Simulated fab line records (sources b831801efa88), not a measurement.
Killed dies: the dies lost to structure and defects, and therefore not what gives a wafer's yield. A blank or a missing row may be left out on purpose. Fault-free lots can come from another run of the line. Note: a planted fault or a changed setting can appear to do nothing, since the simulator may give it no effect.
Chamber matching ; flow gf180mcu ; GF_V5_CMP_04 on cmp-01 has 4 sister chambers
The step polishes SiO2. 24 wafers are shown with their chamber, then 12 later ones without.

== WAFERS, EACH WITH ITS CHAMBER ==
wafer;chamber;motor-current-A (A)
L079.2;2;11.1
L079.3;0;13.5
L079.4;3;13.0
L080.3;0;13.8
L080.4;3;12.3
L080.5;0;13.2
L086.1;0;12.8
L086.5;1;11.1
L086.6;2;10.8
L087.3;2;11.2
L087.4;1;11.5
L087.6;1;11.9
L090.4;3;12.9
L090.5;2;10.6
L090.6;1;10.7
L092.3;3;12.8
L092.5;1;11.2
L092.6;2;11.2
L091.2;2;11.0
L091.3;1;10.9
L091.4;0;12.9
L093.1;1;11.3
L093.2;3;11.7
L093.4;2;11.2

SIGNATURES (means of the wafers above)
reading;chamber 0;chamber 1;chamber 2;chamber 3;scatter within a chamber
motor-current-A;13.240;11.229;11.014;12.540;0.395
Rule: for a wafer and a chamber, the distance is found by dividing, reading by reading, the gap between the wafer's reading and the chamber's mean by the reading's scatter, squaring, summing and taking the root. If the next closest chamber is less than 2 further off than the closest, the wafer can't be placed; otherwise it belongs to the closest. The scatter: take each reading less its chamber's mean, square it, sum over the shown wafers, divide by the number of wafers less the number of chambers, and take the root.

== WAFERS WHOSE CHAMBER IS MISSING ==
wafer;motor-current-A (A)
L094.2;11.9
L094.4;11.1
L094.6;13.3
L095.3;13.0
L095.4;11.3
L095.5;13.2
L096.4;12.4
L096.5;12.8
L096.6;11.2
L097.2;11.2
L097.3;12.3
L097.5;12.9

== WHICH CHAMBER EACH WENT THROUGH ==
wafer;from the rows above;in truth
L094.2;can't be placed: 3 or 1 or 2 or 0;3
L094.4;can't be placed: 2 or 1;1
L094.6;can't be placed: 0 or 3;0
L095.3;can't be placed: 0 or 3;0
L095.4;can't be placed: 1 or 2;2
L095.5;can't be placed: 0 or 3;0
L096.4;can't be placed: 3 or 0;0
L096.5;can't be placed: 3 or 0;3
L096.6;can't be placed: 1 or 2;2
L097.2;can't be placed: 1 or 2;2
L097.3;can't be placed: 3 or 0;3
L097.5;can't be placed: 0 or 3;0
Correctly placed: 0 of 12. Not placeable from these rows: 12 (in 12, the candidates include the true chamber). Placed wrongly: 0.
